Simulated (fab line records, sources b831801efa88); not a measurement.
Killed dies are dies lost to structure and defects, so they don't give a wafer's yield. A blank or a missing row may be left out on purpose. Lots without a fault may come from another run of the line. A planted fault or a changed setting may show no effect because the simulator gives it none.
Problem report in the 8D (eight disciplines) form, filled by code | flow gf180mcu | the parts of the form that need people (team, actions taken, sign-off) are left out

1. THE PROBLEM
NWELL_TW at GF_NWELL_TW_MEAS_11 reads a mean of 1734 on 6 wafers of 2 lots; wafers without a fault read 1573 with a standard deviation of 14. That is +12 standard deviations from the usual mean.
First seen on wafer L295.3, day 6 06:59, on film_metro-01. The record holds 36 wafers of 12 lots with a number at this step. Rule for "out", or "out of limits": more than 4 standard deviations from the usual mean. The other wafers with a number count as sound.

2. WHAT IT IS AND WHAT IT IS NOT
question                    | is                     | is not
which readings at this step | NWELL_TW               | -
which lots                  | L295, L296             | L281, L283, L284, L285, L286, L288, L289, L300, L303, L304
which wafers of those lots  | all that have a number | -
read on which gauges        | film_metro-01          | film_metro-02, film_metro-03
when                        | from day 6 06:59       | up to then (21 sound wafers); but 9 sound wafers of L300, L303, L304 came after

3. SUSPECTS, AND WHAT RULES EACH OUT
Counting: a tool at a process step up to the reading stays a suspect if it ran every lot that is out and no sound lot after the first of them.
- the gauge at GF_NWELL_TW_MEAS_11: ruled out. All the wafers that are out were read on film_metro-01, but those of them that GF_NWELL_IMPLANT_08 has rows for are out there too, on other tools.
- implanter-04 at GF_NWELL_IMPLANT_08: kept. It ran every lot that is out, first L295 (day 6 06:37), and no sound lot after that; its last sound lot up to then is L284 (day 4 03:04). Its own readings are out on those wafers: tilt_deg.
Left after counting: implanter-04 at GF_NWELL_IMPLANT_08.

4. THE CAUSE (what the simulator had put in)
Process parameter drift: implanter-04, from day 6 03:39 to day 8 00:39, at GF_NWELL_IMPLANT_08. Setting tilt_deg, moved by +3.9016, from 0. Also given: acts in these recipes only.
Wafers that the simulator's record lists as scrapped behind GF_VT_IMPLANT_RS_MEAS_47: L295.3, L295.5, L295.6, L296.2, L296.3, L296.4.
Counting left only this tool.

5. THE CHAIN OF EFFECTS, in route order
Each row: a reading whose mean over the struck wafers that have a number lies more than 3 standard deviations from the usual. Only readings for which the record gives a usual standard deviation are gone through. hours: the time from each lot's start at the first step in this table that gives one to its start at this step, as a median over the lots. sigmas: the change in usual standard deviations.
hours | step                     | reading  | usual          | on struck wafers | change | sigmas
0     | GF_NWELL_IMPLANT_08      | tilt_deg | -0.003 degrees | 3.898            | +3.901 | +99 or more
0     | GF_NWELL_TW_MEAS_11      | NWELL_TW | 1573           | 1734             | +161   | +12
109   | GF_VT_IMPLANT_RS_MEAS_47 | NWELL_RS | 488.3 ohm/sq   | 642.1            | +153.8 | +99 or more
The process steps in it:
- GF_NWELL_IMPLANT_08

6. WHAT WOULD HAVE CAUGHT IT SOONER
In this record the first reading out of limits at a measuring or inspecting step was taken at day 6 06:59, 3 hours after the fault began at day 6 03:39.
The tool's own readings at GF_NWELL_IMPLANT_08 were out on every struck wafer that the step has a row for (tilt_deg): an alarm limit on them would have fired on the first of those.
Of the lots that are out (2), L296 began GF_NWELL_IMPLANT_08 on implanter-04 after day 6 06:59. A hold on the tool at that time would have spared it.
